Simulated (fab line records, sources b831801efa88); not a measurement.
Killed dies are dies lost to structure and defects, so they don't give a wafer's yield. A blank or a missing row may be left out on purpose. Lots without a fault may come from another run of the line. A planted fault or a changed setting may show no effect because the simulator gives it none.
A struck lot beside a sound one | flow sfq_line | 15 steps out of a route of 325
Sound: wafers L864.1, L864.2, L864.4. Struck: wafer L882.1. (L882.3, L882.6 of the same lot were not struck and are left out.) The cause comes at the end.
At each step with rows: each side's tool, then ch and its chambers, then its first start. Under that, the readings that differ: sound wafers | struck wafers | difference of the means | sigmas: that difference in standard deviations of wafers without a fault.
alike: readings whose means differ by less than 2 such deviations, and words and numbers that are the same on both sides. not compared: withheld readings, readings that some wafer has no value for, bounds like >300 that may hide the same value, and numbers for which the record gives no deviation and whose values overlap.
The two part at a step that has a row with sigmas, a row that says differs or no value, or rows on one side only. Numbers that don't overlap but have no deviation are shown without sigmas and don't part them. A reading that every wafer of one side lacks parts them only if that side has two wafers or more.

first, 1 step without rows for these wafers: SFQ_TRILAYER_M2_STRIP_SOLV_CLEAN_062 (cleans in NMP, time 600 s).
SFQ_TRILAYER_I2_DEP_PECVD_063: deposits SiO2 from SiH4/N2O, time 111.11 s, target thk 500 nm.
  sound on pecvd-02 ch 1,2, day 35 20:15; struck on pecvd-03 ch 2, day 44 19:17
  alike: heater_power_w, rf_fwd_power_W, throttle_valve_pct
SFQ_TRILAYER_I2_CMP_CMP_064: polishes SiO2.
  sound on cmp-02 ch 0,2,3, day 35 20:20; struck on cmp-01 ch 3, day 44 19:22
  alike: motor_current_A, time_to_endpoint_s
SFQ_I2_BOW_MEAS_917:
  sound on film_metro-01, day 35 23:20; struck on film_metro-04, day 44 22:22
  alike: I2_BOW
SFQ_TRILAYER_I2_METRO_MEASURE_065:
  sound on film_metro-01, day 35 23:27; struck on film_metro-04, day 44 22:29
  alike: thk_nm
then, 6 steps without rows for these wafers: SFQ_TRILAYER_I2_VIA_LITHO_COAT_072 (resist thk 62 nm); SFQ_TRILAYER_I2_VIA_LITHO_COAT_067 (resist thk 650 nm); SFQ_TRILAYER_I2_VIA_LITHO_SOFTBAKE_071; SFQ_TRILAYER_I2_VIA_LITHO_EXPOSE_068 (exposes mask I2, target cd 500 nm); SFQ_TRILAYER_I2_VIA_LITHO_PEB_070 (peb time 60 s); SFQ_TRILAYER_I2_VIA_LITHO_DEVELOP_069 (time 60 s).
-- the record jumps here: 6 days lie between the struck wafers' starts before and after --
SFQ_I2_OVL_MEAS_918:
  sound on overlay-01, day 42 05:29; struck on overlay-02, day 51 06:54
  reading     | sound       | struck | difference | sigmas
  I2_OVL (nm) | -12 -13 -18 | -1     | +13        | +3
SFQ_TRILAYER_I2_VIA_BARC_OPEN_VIA_ETCH_096: etches BARC in O2, target depth 125 nm, time 41.7 s.
  sound on rie_diel-02 ch 1,2,3, day 42 05:31; struck on rie_diel-02 ch 0, day 51 06:56
  reading                                                 | sound             | struck | difference | sigmas
  oes_product_au (a.u.)                                   | 0.680 0.684 0.685 | 0.664  | -0.019     | -4
  rf_hours_counter_h (h)                                  | 2 11 6            | 13     | +7         |
  run_length_s (s)                                        | 69.8 70.9 70.0    | 74.8   | +4.6       | +8
  model.KrF_of_TRILAYER_I2_VIA_LITHO_COAT_067.thk_nm (nm) | 571.6 571.4 572.1 | 569.6  | -2.1       |
  alike: drypump_motor_current_A, rf_fwd_power_W
SFQ_TRILAYER_I2_VIA_ETCH_VIA_ETCH_070: etches SiO2 in CHF3, stops on Nb, target depth 260 nm.
  sound on rie_diel-02 ch 1,2,3, day 42 05:34; struck on rie_diel-02 ch 0, day 51 06:59
  reading                                                 | sound             | struck | difference | sigmas
  oes_product_au (a.u.)                                   | 0.858 0.858 0.860 | 0.842  | -0.017     | -3
  rf_fwd_power_W (W)                                      | 499.3 499.6 499.8 | 495.9  | -3.7       | -3
  model.KrF_of_TRILAYER_I2_VIA_LITHO_COAT_067.thk_nm (nm) | 526 526.4 526.8   | 525.3  | -1.1       |
  alike: drypump_motor_current_A
SFQ_TRILAYER_I2_VIA_STRIP_STRIP_071: strips in O2.
  sound on rie_metal-02 ch 0,1, day 42 05:40; struck on rie_metal-04 ch 1, day 51 07:05
  reading                     | sound       | struck | difference | sigmas
  drypump_motor_current_A (A) | 5.6 6.1 6.1 | 6.6    | +0.7       | +2
  alike: oes_product_au
  not compared: rf_hours_counter_h

WHERE THEY PART
First at SFQ_I2_OVL_MEAS_918; last, within this record, at SFQ_TRILAYER_I2_VIA_STRIP_STRIP_071.

WHY: what the simulator had put in
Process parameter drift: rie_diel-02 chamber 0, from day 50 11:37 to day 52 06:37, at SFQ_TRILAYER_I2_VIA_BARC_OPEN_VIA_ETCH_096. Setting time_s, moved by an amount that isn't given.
